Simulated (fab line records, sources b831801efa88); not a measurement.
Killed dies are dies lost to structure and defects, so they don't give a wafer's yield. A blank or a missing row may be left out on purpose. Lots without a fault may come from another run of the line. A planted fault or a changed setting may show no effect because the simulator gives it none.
A struck lot beside a sound one | flow gf180mcu | 24 steps out of a route of 602
Sound: wafers L538.2, L538.5, L538.6. Struck: wafers L546.1, L546.5, L546.6. The cause comes at the end.
At each step with rows: each side's tool, then ch and its chambers, then its first start. Under that, the readings that differ: sound wafers | struck wafers | difference of the means | sigmas: that difference in standard deviations of wafers without a fault.
alike: readings whose means differ by less than 2 such deviations, and words and numbers that are the same on both sides. not compared: withheld readings, readings that some wafer has no value for, bounds like >300 that may hide the same value, and numbers for which the record gives no deviation and whose values overlap.
The two part at a step that has a row with sigmas, a row that says differs or no value, or rows on one side only. Numbers that don't overlap but have no deviation are shown without sigmas and don't part them. A reading that every wafer of one side lacks parts them only if that side has two wafers or more.

GF_HV_LDD_STRIP_49: strips in O2/N2.
  sound on plasma_asher-02 ch 0,1, day 13 06:11; struck on plasma_asher-04 ch 0,1, day 16 11:22
  reading                      | sound                | struck               | difference | sigmas
  strip_time_to_endpoint_s (s) | 12.622 12.607 12.660 | 12.576 12.561 12.573 | -0.060     | -2
  alike: drypump_motor_current_A, heater_power_w, oes_product_au
  not compared: rf_hours_counter_h
GF_HV_LDD_TW_MEAS_50:
  sound on film_metro-03, day 13 06:18; struck on film_metro-04, day 16 11:28
  alike: HV_LDD_4_TW
then, 1 step without rows for these wafers: GF_HV_LDD_CLEAN_51 (cleans in SC1/SC2, time 150 s).
GF_HV_LDD_RTA_52: time 10 s.
  sound on rtp_anneal-02 ch 0, day 13 06:25; struck on rtp_anneal-01 ch 0, day 16 11:34
  reading            | sound    | struck   | difference | sigmas
  lamp_power_pct (%) | 24 24 24 | 37 37 36 | +13        | +2
  alike: wafer_temp_C_max
GF_HV_LDD_RS_MEAS_53: measures by four-point-probe.
  sound on film_metro-03, day 13 06:29; struck on film_metro-03, day 16 11:38
  alike: HV_LDD_RS
then, 1 step without rows for these wafers: GF_HV_LDD_CVD_54 (deposits SiO2 from TEOS, target thk 10 nm, time 75 s).
GF_HV_LDD_THK_MEAS_55:
  sound on film_metro-03, day 13 07:37; struck on film_metro-04, day 16 12:47
  alike: HV_LDD_CVD_54_THK
then, 1 step without rows for these wafers: GF_HV_LDD_CVD_56 (deposits Si3N4 from DCS/NH3, target thk 90 nm, time 1543 s).
GF_HV_LDD_THK_MEAS_57:
  sound on film_metro-03, day 13 09:07; struck on film_metro-01, day 16 14:16
  reading                | sound          | struck         | difference | sigmas
  HV_LDD_CVD_56_THK (nm) | 90.8 91.1 91.5 | 89.9 88.9 90.0 | -1.5       | -2
GF_HV_LDD_ETCHBACK_58: etches Si3N4 in CH3F/O2, stops on SiO2, time 100 s, target depth 90 nm.
  sound on rie_diel-04 ch 0,1,2, day 13 09:10; struck on rie_diel-04 ch 0,1,3, day 16 14:20
  alike: drypump_motor_current_A, oes_product_au, throttle_valve_pct
  not compared: rf_hours_counter_h
then, 2 steps without rows for these wafers: GF_NSD_DEHYDRATE_00 (time 60 s); GF_NSD_HMDS_01 (prime time 60 s).
GF_NSD_COAT_02: resist thk 1000 nm.
  sound on litho_track-04 ch 0, day 13 19:10; struck on litho_track-03 ch 0, day 17 01:33
  reading                                  | sound          | struck         | difference | sigmas
  model.NOVOLAK_of_NSD_COAT_02.thk_nm (nm) | 1005 1006 1005 | 1153 1160 1155 | +151       |
  alike: dispense_pressure_kPa
then, 3 steps without rows for these wafers: GF_NSD_SOFTBAKE_03 (time 60 s); GF_NSD_EXPOSE_04 (exposes mask Nplus, target cd 400 nm); GF_NSD_PEB_05.
GF_NSD_DEVELOP_06: develop time 60 s.
  sound on litho_track-01 ch 0, day 14 04:50; struck on litho_track-04 ch 0, day 17 12:17
  reading                                  | sound          | struck         | difference | sigmas
  model.NOVOLAK_of_NSD_COAT_02.thk_nm (nm) | 1004 1006 1005 | 1152 1159 1155 | +150       |
GF_NSD_CD_MEAS_07: target cd 400 nm.
  sound on cd_sem-01, day 14 04:59; struck on cd_sem-02, day 17 12:43
  reading    | sound             | struck            | difference | sigmas
  cd_nm (nm) | 399.4 396.3 396.0 | 386.6 385.3 389.0 | -10.3      | -5
  not compared: hold
GF_NSD_OVL_MEAS_08:
  sound on overlay-02, day 14 05:05; struck on overlay-02, day 17 14:41
  reading | sound | struck                                                                     | difference                   | sigmas
  hold    | - - - | await_dispo/1.8h/release await_dispo/1.8h/release await_dispo/1.8h/release | no value on the sound wafers |
  alike: NSD_OVL
then, 2 steps without rows for these wafers: GF_NSD_IMPLANT_09; GF_NSD_IMPLANT_10.
GF_NSD_STRIP_11: strips in O2/N2.
  sound on plasma_asher-01 ch 0,1, day 14 05:25; struck on plasma_asher-03 ch 0,1, day 17 15:01
  reading                      | sound             | struck            | difference | sigmas
  oes_product_au (a.u.)        | 0.485 0.490 0.487 | 0.504 0.503 0.502 | +0.016     | +4
  strip_time_to_endpoint_s (s) | 23.00 23.01 23.03 | 24.64 24.74 24.70 | +1.68      | +37
  alike: drypump_motor_current_A, heater_power_w
  not compared: rf_hours_counter_h
GF_NSD_TW_MEAS_12:
  sound on film_metro-02, day 14 05:31; struck on film_metro-03, day 17 15:07
  alike: NSD_TW
then, 1 step without rows for these wafers: GF_PASSIVATION_PROBE_99.

WHERE THEY PART
First at GF_HV_LDD_STRIP_49; last, within this record, at GF_NSD_STRIP_11. Later steps at which nothing parts them and some readings are alike: GF_NSD_TW_MEAS_12.

WHY: what the simulator had put in
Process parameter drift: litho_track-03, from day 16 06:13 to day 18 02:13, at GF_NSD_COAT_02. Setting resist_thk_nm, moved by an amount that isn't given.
